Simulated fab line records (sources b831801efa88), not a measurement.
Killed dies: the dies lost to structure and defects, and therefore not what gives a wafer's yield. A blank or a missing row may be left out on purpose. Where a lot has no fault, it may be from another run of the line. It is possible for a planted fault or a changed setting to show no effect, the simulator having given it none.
Struck lot and sound lot, side by side :: flow gf180mcu :: 14 out of 602 route steps
Sound: the wafers L537.3, L537.5, L537.6. Struck: wafers L551.1, L551.3, L551.6. Last of all comes the cause.
Per side, at each step with rows, come the tool, then ch with its chambers, and then its first start. Under that, the readings that differ: sound wafers :: struck wafers :: difference of the means :: sigmas: that difference in standard deviations of wafers without a fault.
alike: readings whose means differ by less than 2 such deviations, and words and numbers that are the same on both sides. not compared: withheld readings, readings that some wafer has no value for, bounds like >300 that may hide the same value, and numbers for which the record gives no deviation and whose values overlap.
The two part at a step that has a row with sigmas, a row that says differs or no value, or rows on one side only. When numbers do not overlap yet have no deviation, they are printed without sigmas and do not part them. A reading missing from all wafers of one side parts the sides only when that side holds two or more wafers.

first, 1 step without rows for these wafers: GF_V5_CVD_00 (deposits SiO2, target thk 300 nm, time 50 s).
GF_V5_THK_MEAS_01:
  sound: film metro-04 at day 26 13:00; struck: film metro-02 at day 30 21:05
  alike: V5_CVD_00_THK
GF_V5_CVD_02: deposits SiO2 from TEOS, target thk 1450 nm, time 163.28 s.
  sound on pecvd-04 ch 0,1,2, day 26 13:02; struck on pecvd-04 ch 0,2, day 30 21:08
  alike: heater power w
GF_V5_THK_MEAS_03:
  sound: film metro-04 at day 26 13:10; struck: film metro-01 at day 30 21:15
  alike: V5_CVD_02_THK
GF_V5_CMP_04: polishes SiO2.
  sound on cmp-01 ch 1,2,3, day 26 13:19; struck on cmp-01 ch 2,3, day 30 21:22
  alike: motor current A, slurry flow ml min
GF_V5_BOW_MEAS_05:
  sound: film metro-01 at day 26 13:33; struck: film metro-02 at day 30 21:37
  alike: V5_BOW
then, 6 steps without rows for these wafers: GF_V5_DEHYDRATE_06 (time 60 s); GF_V5_HMDS_07 (prime time 60 s); GF_V5_COAT_08; GF_V5_COAT_09 (resist thk 1000 nm); GF_V5_SOFTBAKE_10 (time 60 s); GF_V5_EXPOSE_11 (exposes mask Via5, target cd 260 nm).
GF_V5_PEB_12: peb time 90 s.
  sound on litho track-02 ch 0, day 27 10:14; struck on litho track-03, day 31 15:16
  no value came back on the struck wafers for chill plate temp C (C), exhaust pa (Pa); on the sound wafers chill plate temp C (C) reads 22.93 22.94 22.76
then, 1 step without rows for these wafers: GF_V5_DEVELOP_13 (develop time 60 s).

WHERE THEY PART
Only at GF_V5_PEB_12, within this record.

WHY: what the simulator had put in
At GF_V5_PEB_12, the step was skipped entirely on litho track-03 from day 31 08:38 on. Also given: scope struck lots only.
